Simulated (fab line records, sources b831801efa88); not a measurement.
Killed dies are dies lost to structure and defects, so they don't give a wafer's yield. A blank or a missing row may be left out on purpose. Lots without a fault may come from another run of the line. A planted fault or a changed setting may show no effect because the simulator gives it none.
fab line records | flow sky130
record lots=14 wafers=42 last_day=50
route steps=708 shown RES_XHIGH@360 LI_CONTACT@381 PAD_OPEN@708
lots that met no fault: from a run of the same line without faults
start_h: hours from the record's first day to the start of the lot's first wafer shown | wait_h: hours since the lot's step before | " the same as in the row above | L1.1+2: a row that stands for several wafers | - no value, or no start given | * or withheld: withheld | < > ~ a bound
route shown NAME@n: a module of which the file shows steps, and the number in the route of the first | usual: mean/standard deviation of fault-free wafers | same: alike in all rows | chamber/n: place in a boat | sites: the reading at each site | _std_site: their standard deviation | _edge_site: outer sites' mean less inner sites' | radius_mm: how far each site lies from the wafer's centre | mask NAME#n: copy n | behind: the tool/chamber that last shaped the wafer | hold: why the lot was held/for how many hours/how that ended | device: the transistor (n, p or np) that didn't switch | end of line: the same wafers' tests at the end of the route | a step without rows: its recipe alone | killed: dies lost to structure and defects at the first sort, not the wafer's yield | map: a wafer's dies, x killed, . not, _ none there
set.NAME: the setting as run; set.NAME@STEP: as run at that earlier step | model.NAME: the simulator's own value behind a step, which no gauge read
steps of the route over a sample of lots; a table a step, a row a wafer
services: from which hour (start_h, from the record's first day; less than 0 if before it) a tool's chamber was out of use, for how many hours, and why
## steps
# step SKY_SD_N_RS_MEAS_18
# recipe thk_meas_gauge=four-point-probe
# usual RES_XHIGH_RS=333.2/1.1
# columns lot.wafer tool chamber start_h wait_h RES_XHIGH_RS[ohm/sq]
L915.2 film_metro-04 - 654.28 0.1 334.6
L915.3 " - " " 333.3
L915.4 " - " " 333.6
L919.1 film_metro-04 - 680.76 0.1 331.0
L919.3 " - " " 332.1
L919.4 " - " " 331.1
L920.3 film_metro-03 - 684.90 0.1 331.9
L920.4 " - " " 331.3
L920.5 " - " " 330.8
L921.3 film_metro-02 - 708.86 0.1 331.9
L921.5 " - " " 332.8
L921.6 " - " " 332.4
L923.3 film_metro-04 - 709.50 0.1 331.5
L923.5 " - " " 333.5
L923.6 " - " " 332.9
L926.2 film_metro-04 - 734.33 0.1 333.2
L926.3 " - " " 332.9
L926.4 " - " " 333.3
L927.1 film_metro-04 - 739.06 0.1 334.3
L927.5 " - " " 334.7
L927.6 " - " " 335.0
L929.3 film_metro-02 - 759.06 0.1 334.6
L929.5 " - " " 334.1
L929.6 " - " " 333.7
L930.1 film_metro-04 - 766.31 0.1 332.0
L930.2 " - " " 334.3
L930.5 " - " " 334.5
L931.2 film_metro-04 - 779.98 0.1 332.0
L931.3 " - " " 332.7
L931.4 " - " " 332.4
L932.1 film_metro-03 - 783.32 0.1 334.8
L932.3 " - " " 334.6
L932.6 " - " " 334.9
L935.2 film_metro-02 - 809.18 0.1 331.7
L935.5 " - " " 332.2
L935.6 " - " " 332.6
L937.3 film_metro-03 - 815.61 0.1 332.9
L937.4 " - " " 335.5
L937.5 " - " " 332.5
L938.1 film_metro-04 - 835.82 0.1 332.8
L938.3 " - " " 333.6
L938.5 " - " " 333.1
# step SKY_LI_CONTACT_SPUTTER_19
# recipe material=Ti target_thk_nm=20 chamber_pressure_pa=4.901 power_w=2500 substrate_temp_c=200 time_s=106.37
# usual cathode_dc_power_W=2499.9/0.49 chamber_pressure_pa=4.901/0.0095 throttle_valve_pct=29.6/1
# columns lot.wafer tool chamber start_h wait_h cathode_dc_power_W chamber_pressure_pa throttle_valve_pct
L915.2 pvd_sputter-02 - 684.04 0.0 2500.4 4.909 29.4
L915.3 " - " " 2500.0 4.903 30.4
L915.4 " - " " 2500.0 4.898 28.4
L919.1 pvd_sputter-04 - 710.17 0.0 2499.6 4.903 31.1
L919.3 " - " " 2499.5 4.908 31.5
L919.4 " - " " 2499.6 4.894 30.4
L920.3 pvd_sputter-02 - 713.27 0.0 2499.6 4.908 30.5
L920.4 " - " " 2499.7 4.910 29.4
L920.5 " - " " 2500.7 4.892 29.0
L921.3 pvd_sputter-02 - 737.98 0.0 2499.4 4.902 28.6
L921.5 " - " " 2499.8 4.898 30.6
L921.6 " - " " 2500.0 4.902 29.3
L923.3 pvd_sputter-03 - 739.06 0.0 2499.5 4.908 28.9
L923.5 " - " " 2500.0 4.888 30.1
L923.6 " - " " 2499.7 4.910 29.2
L926.2 pvd_sputter-02 - 762.91 0.0 2499.7 4.906 28.6
L926.3 " - " " 2499.2 4.918 30.4
L926.4 " - " " 2500.9 4.894 28.4
L927.1 pvd_sputter-03 - 767.47 0.0 2500.0 4.921 30.2
L927.5 " - " " 2499.4 4.893 29.5
L927.6 " - " " 2499.9 4.909 29.0
L929.3 pvd_sputter-02 - 787.21 0.0 - - -
L929.5 " - " " - - -
L929.6 " - " " - - -
L930.1 pvd_sputter-03 - 793.12 0.0 - - -
L930.2 " - " " - - -
L930.5 " - " " - - -
L931.2 pvd_sputter-03 - 807.43 0.0 - - -
L931.3 " - " " - - -
L931.4 " - " " - - -
L932.1 pvd_sputter-02 - 810.91 0.0 2499.5 4.885 30.2
L932.3 " - " " 2499.3 4.905 28.6
L932.6 " - " " 2499.9 4.883 29.4
L935.2 pvd_sputter-03 - 837.33 0.0 2499.4 4.897 28.6
L935.5 " - " " 2500.3 4.915 30.3
L935.6 " - " " 2500.2 4.898 29.6
L937.3 pvd_sputter-02 - 843.16 0.0 2500.7 4.900 29.4
L937.4 " - " " 2500.6 4.892 28.7
L937.5 " - " " 2500.1 4.886 30.5
L938.1 pvd_sputter-02 - 863.45 0.0 2499.7 4.903 29.4
L938.3 " - " " 2499.6 4.901 28.5
L938.5 " - " " 2499.7 4.891 30.4
# step SKY_LI_CONTACT_CVD_21
# recipe material=W target_thk_nm=400 time_s=120.56 temp_c=400 pressure_torr=40
# usual chamber_pressure_Torr=40.00/0.09 heater_power_w=849/90
# columns lot.wafer tool chamber start_h wait_h chamber_pressure_Torr heater_power_w
L915.2 cvd_w-02 1 684.18 0.0 40.00 934
L915.3 " 1 " " 39.92 935
L915.4 " 0 " " 39.87 721
L919.1 cvd_w-01 0 710.31 0.0 39.89 952
L919.3 " 1 " " 40.10 792
L919.4 " 0 " " 39.96 940
L920.3 cvd_w-02 0 713.45 0.1 40.02 747
L920.4 " 1 " " 39.88 918
L920.5 " 0 " " 40.07 740
L921.3 cvd_w-02 1 738.15 0.1 39.91 920
L921.5 " 1 " " 39.92 923
L921.6 " 0 " " 40.00 735
L923.3 cvd_w-01 1 739.24 0.1 40.12 802
L923.5 " 0 " " 39.98 949
L923.6 " 1 " " 39.89 779
L926.2 cvd_w-01 0 763.05 0.0 40.09 942
L926.3 " 0 " " 39.94 942
L926.4 " 1 " " 39.92 778
L927.1 cvd_w-01 0 767.61 0.0 39.99 947
L927.5 " 0 " " 40.10 962
L927.6 " 1 " " 40.09 774
L929.3 cvd_w-02 1 787.39 0.1 39.99 930
L929.5 " 1 " " 40.08 938
L929.6 " 0 " " 39.97 748
L930.1 cvd_w-02 1 793.26 0.0 40.16 908
L930.2 " 0 " " 39.98 735
L930.5 " 1 " " 39.92 914
L931.2 cvd_w-01 1 807.57 0.0 39.78 785
L931.3 " 1 " " 39.97 789
L931.4 " 0 " " 40.03 935
L932.1 cvd_w-02 1 811.05 0.0 40.13 932
L932.3 " 0 " " 39.90 727
L932.6 " 1 " " 39.99 921
L935.2 cvd_w-02 0 837.47 0.0 40.02 742
L935.5 " 1 " " 40.02 952
L935.6 " 0 " " 39.94 750
L937.3 cvd_w-01 0 843.34 0.1 39.93 959
L937.4 " 1 " " 39.98 785
L937.5 " 1 " " 39.85 789
L938.1 cvd_w-01 1 863.58 0.0 39.82 786
L938.3 " 0 " " 39.99 943
L938.5 " 1 " " 40.01 792
# step SKY_PAD_OPEN_PROBE_99
# usual killed_at_M0_to_M3=43/6.3 killed_at_M4_up=3.3/1.7 killed_at_contacts=24/5.4 killed_at_front_end=16/4.6 killed_at_other=0.4/0.7 killed_dies=87/9.4 killed_on_rim=17/3.9 killed_open=47/6.9 killed_short=39/6.1
# same gross_dies=492 killed_at_back_side=0
# columns lot.wafer tool chamber start_h wait_h killed_at_M0_to_M3 killed_at_M4_up killed_at_contacts killed_at_front_end killed_at_other killed_dies killed_on_rim killed_open killed_short
L919.1 prober-01 - 1102.79 0.1 37 5 29 16 0 87 18 44 43
L919.3 prober-01 - 1102.89 0.2 38 7 19 16 0 80 15 43 37
L919.4 prober-01 - 1102.94 0.2 42 3 27 17 1 90 23 56 33
L921.3 prober-01 - 1119.56 0.2 42 3 31 11 0 87 17 52 35
L921.5 prober-01 - 1119.66 0.2 48 3 21 14 1 87 16 43 43
L921.6 prober-01 - 1119.71 0.2 39 2 23 13 0 77 17 41 36
L926.2 prober-01 - 1138.09 0.1 34 3 21 12 0 70 11 40 30
L926.3 prober-01 - 1138.14 0.2 52 3 21 11 2 89 18 46 41
L926.4 prober-01 - 1138.19 0.2 50 5 25 19 2 101 25 55 45
L929.3 prober-01 - 1157.07 0.2 38 3 440 10 1 492 96 47 33
L929.5 prober-01 - 1157.17 0.2 52 6 418 16 0 492 96 50 47
L929.6 prober-01 - 1157.22 0.2 45 4 430 13 0 492 96 45 38
L930.1 prober-02 - 1159.45 0.1 43 5 429 13 2 492 96 48 38
L930.2 prober-02 - 1159.50 0.1 32 5 442 13 0 492 96 39 33
L930.5 prober-02 - 1159.65 0.2 38 2 432 20 0 492 96 44 46
L931.2 prober-01 - 1171.20 0.1 45 5 427 15 0 492 96 60 32
L931.3 prober-01 - 1171.25 0.2 37 1 443 11 0 492 96 44 26
L931.4 prober-01 - 1171.30 0.2 43 1 425 23 0 492 96 39 49
L935.2 prober-01 - 1191.00 0.1 43 1 25 14 1 84 10 46 38
L935.5 prober-01 - 1191.15 0.2 39 4 32 18 0 93 20 56 37
L935.6 prober-01 - 1191.20 0.2 44 4 13 17 0 78 9 34 44
# killed by level:class
L919.1 CONTACT:geometric_particle:open=12 METAL1:geometric_particle:short=7 VIA1:geometric_particle:open=7 FIELD_ISO:geometric_particle:open=6 LOCAL_INTERCONNECT:geometric_particle:short=5 VIA3:geometric_particle:open=5 FIELD_ISO:geometric_particle:short=4 METAL4:geometric_particle:short=4
L919.3 CONTACT:geometric_particle:open=9 VIA1:geometric_particle:open=8 METAL1:geometric_particle:short=6 VIA3:geometric_particle:open=6 FIELD_ISO:geometric_particle:open=5 FIELD_ISO:geometric_particle:short=5 VIA2:geometric_particle:open=5 METAL4:geometric_particle:short=5
L919.4 CONTACT:geometric_particle:open=10 VIA1:geometric_particle:open=9 LI_CONTACT:geometric_particle:open=8 VIA2:geometric_particle:open=8 VIA3:geometric_particle:open=6 POLY_GATE:geometric_particle:open=5 CONTACT:geometric_particle:short=5 VIA1:geometric_particle:short=5
L921.3 CONTACT:geometric_particle:open=15 VIA1:geometric_particle:open=9 VIA1:geometric_particle:short=7 VIA3:geometric_particle:open=6 LI_CONTACT:geometric_particle:open=6 FIELD_ISO:geometric_particle:open=5 LOCAL_INTERCONNECT:geometric_particle:short=5 METAL2:geometric_particle:short=4
L921.5 VIA3:geometric_particle:open=11 VIA1:geometric_particle:open=9 FIELD_ISO:geometric_particle:open=6 METAL2:geometric_particle:short=6 CONTACT:geometric_particle:short=5 CONTACT:geometric_particle:open=5 METAL3:geometric_particle:short=4 LI_CONTACT:geometric_particle:short=4
L921.6 VIA1:geometric_particle:open=15 CONTACT:geometric_particle:open=9 VIA1:geometric_particle:short=6 CONTACT:geometric_particle:short=6 FIELD_ISO:geometric_particle:open=4 METAL1:geometric_particle:short=4 VIA2:geometric_particle:open=4 POLY_GATE:geometric_particle:short=4
L926.2 CONTACT:geometric_particle:open=9 LI_CONTACT:geometric_particle:open=7 METAL1:geometric_particle:short=7 VIA1:geometric_particle:open=5 FIELD_ISO:geometric_particle:short=4 METAL1:geometric_particle:open=4 VIA2:geometric_particle:open=4 VIA1:geometric_particle:short=3
L926.3 VIA2:geometric_particle:open=9 METAL1:geometric_particle:short=8 VIA3:geometric_particle:open=8 CONTACT:geometric_particle:open=7 VIA1:geometric_particle:open=7 VIA1:geometric_particle:short=6 CONTACT:geometric_particle:short=5 FIELD_ISO:geometric_particle:short=4
L926.4 CONTACT:geometric_particle:open=10 VIA1:geometric_particle:open=10 VIA1:geometric_particle:short=7 VIA3:geometric_particle:open=7 LI_CONTACT:geometric_particle:open=6 VIA2:geometric_particle:open=6 FIELD_ISO:geometric_particle:short=5 POLY_GATE:geometric_particle:open=5
L929.3 LI_CONTACT:area_sputter=411 VIA3:geometric_particle:open=9 CONTACT:geometric_particle:open=9 LI_CONTACT:geometric_particle:open=8 LOCAL_INTERCONNECT:geometric_particle:short=7 VIA1:geometric_particle:open=5 METAL1:geometric_particle:short=4 VIA2:geometric_particle:open=4
L929.5 LI_CONTACT:area_sputter=395 VIA3:geometric_particle:open=10 VIA1:geometric_particle:open=9 METAL1:geometric_particle:short=9 FIELD_ISO:geometric_particle:short=6 LI_CONTACT:geometric_particle:open=6 LOCAL_INTERCONNECT:geometric_particle:short=6 CONTACT:geometric_particle:open=6
L929.6 LI_CONTACT:area_sputter=408 CONTACT:geometric_particle:open=11 VIA2:geometric_particle:open=7 METAL2:geometric_particle:short=7 METAL1:geometric_particle:short=6 VIA1:geometric_particle:open=6 VIA3:geometric_particle:open=6 FIELD_ISO:geometric_particle:short=5
L930.1 LI_CONTACT:area_sputter=405 CONTACT:geometric_particle:open=9 METAL1:geometric_particle:short=8 VIA1:geometric_particle:open=8 LOCAL_INTERCONNECT:geometric_particle:short=7 VIA2:geometric_particle:open=6 LI_CONTACT:geometric_particle:open=5 METAL2:geometric_particle:short=5
L930.2 LI_CONTACT:area_sputter=419 METAL2:geometric_particle:short=11 CONTACT:geometric_particle:open=8 LI_CONTACT:geometric_particle:open=6 CONTACT:geometric_particle:short=6 VIA2:geometric_particle:open=6 FIELD_ISO:geometric_particle:open=3 POLY_GATE:geometric_particle:open=3
L930.5 LI_CONTACT:area_sputter=402 CONTACT:geometric_particle:open=10 METAL2:geometric_particle:short=8 FIELD_ISO:geometric_particle:short=7 VIA1:geometric_particle:open=7 VIA2:geometric_particle:open=7 LI_CONTACT:geometric_particle:open=6 VIA1:geometric_particle:short=5
L931.2 LI_CONTACT:area_sputter=400 LI_CONTACT:geometric_particle:open=11 VIA1:geometric_particle:open=11 VIA2:geometric_particle:open=8 CONTACT:geometric_particle:open=7 VIA3:geometric_particle:open=7 LOCAL_INTERCONNECT:geometric_particle:short=5 METAL2:geometric_particle:short=4
L931.3 LI_CONTACT:area_sputter=422 VIA1:geometric_particle:open=11 CONTACT:geometric_particle:open=7 METAL1:geometric_particle:short=6 VIA3:geometric_particle:open=6 LI_CONTACT:geometric_particle:open=4 CONTACT:geometric_particle:short=4 VIA1:geometric_particle:short=4
L931.4 LI_CONTACT:area_sputter=404 VIA1:geometric_particle:open=10 METAL2:geometric_particle:short=9 CONTACT:geometric_particle:short=7 VIA2:geometric_particle:open=6 POLY_GATE:geometric_particle:open=5 METAL1:geometric_particle:short=5 FIELD_ISO:geometric_particle:short=4
L935.2 VIA1:geometric_particle:open=12 LI_CONTACT:geometric_particle:open=6 CONTACT:geometric_particle:short=6 VIA2:geometric_particle:open=6 CONTACT:geometric_particle:open=5 METAL1:geometric_particle:short=5 VIA3:geometric_particle:open=5 LI_CONTACT:geometric_particle:short=4
L935.5 LI_CONTACT:geometric_particle:open=10 VIA1:geometric_particle:open=10 CONTACT:geometric_particle:open=8 VIA2:geometric_particle:open=8 LI_CONTACT:geometric_particle:short=7 POLY_GATE:geometric_particle:open=6 FIELD_ISO:geometric_particle:open=5 LOCAL_INTERCONNECT:geometric_particle:short=5
L935.6 VIA1:geometric_particle:open=14 POLY_GATE:geometric_particle:short=6 METAL2:geometric_particle:short=6 VIA3:geometric_particle:short=6 FIELD_ISO:geometric_particle:open=4 METAL3:geometric_particle:short=4 LI_CONTACT:geometric_particle:open=4 VIA2:geometric_particle:short=4
## services
# columns tool chamber start_h hours kind
pvd_sputter-04 - 665.98 1.6 repair
cvd_w-02 - 669.76 0.8 repair
cvd_w-02 - 698.35 14.6 pm
pvd_sputter-03 2 707.06 - consumable_replace:kit
pvd_sputter-03 2 707.06 18.0 scheduled_down
pvd_sputter-03 2 707.06 18.0 vent_cycle
pvd_sputter-02 - 720.30 2.0 repair
cvd_w-01 - 721.13 0.6 repair
pvd_sputter-03 - 727.97 2.6 repair
cvd_w-02 - 731.80 0.9 repair
cvd_w-01 - 851.67 2.8 pm
pvd_sputter-03 - 860.00 0.5 repair
## key
first_sign step=SKY_LI_CONTACT_SPUTTER_19 reading=tool_record direction=missing
effect step=SKY_PAD_OPEN_PROBE_99 reading=killed_at_contacts direction=up sigmas=75 usual=24 struck=432
more_kills_born_at SKY_LI_CONTACT_SPUTTER_19@pvd_sputter-03=2452 SKY_LI_CONTACT_SPUTTER_19@pvd_sputter-02=1214
met_at SKY_LI_CONTACT_SPUTTER_19
struck_lots L929,L930,L931
later_rows_left_out L929.3,L929.5,L929.6,L930.1,L930.2,L930.5,L931.2,L931.3,L931.4
tester_left_out L929,L930,L931
not_acting_at SKY_SD_N_RS_MEAS_18,SKY_LI_CONTACT_CVD_21
onset_between 767.47 787.21
fault kind=skipped_step_whole tool=pvd_sputter-02,pvd_sputter-03 chamber=- onset_h=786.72 steps=SKY_LI_CONTACT_SPUTTER_19 scope=struck_lots_only
# tester_left_out: of these lots the tester's yield and bins aren't shown, on N5 and GAA mostly nor the transistor test; their killed dies are dies lost to structure and defects alone, not to doping, threshold or leakage, so they don't give the yield
# later_rows_left_out: the simulator's readings of these wafers behind a module that went badly wrong aren't trusted and aren't shown, but for the sort
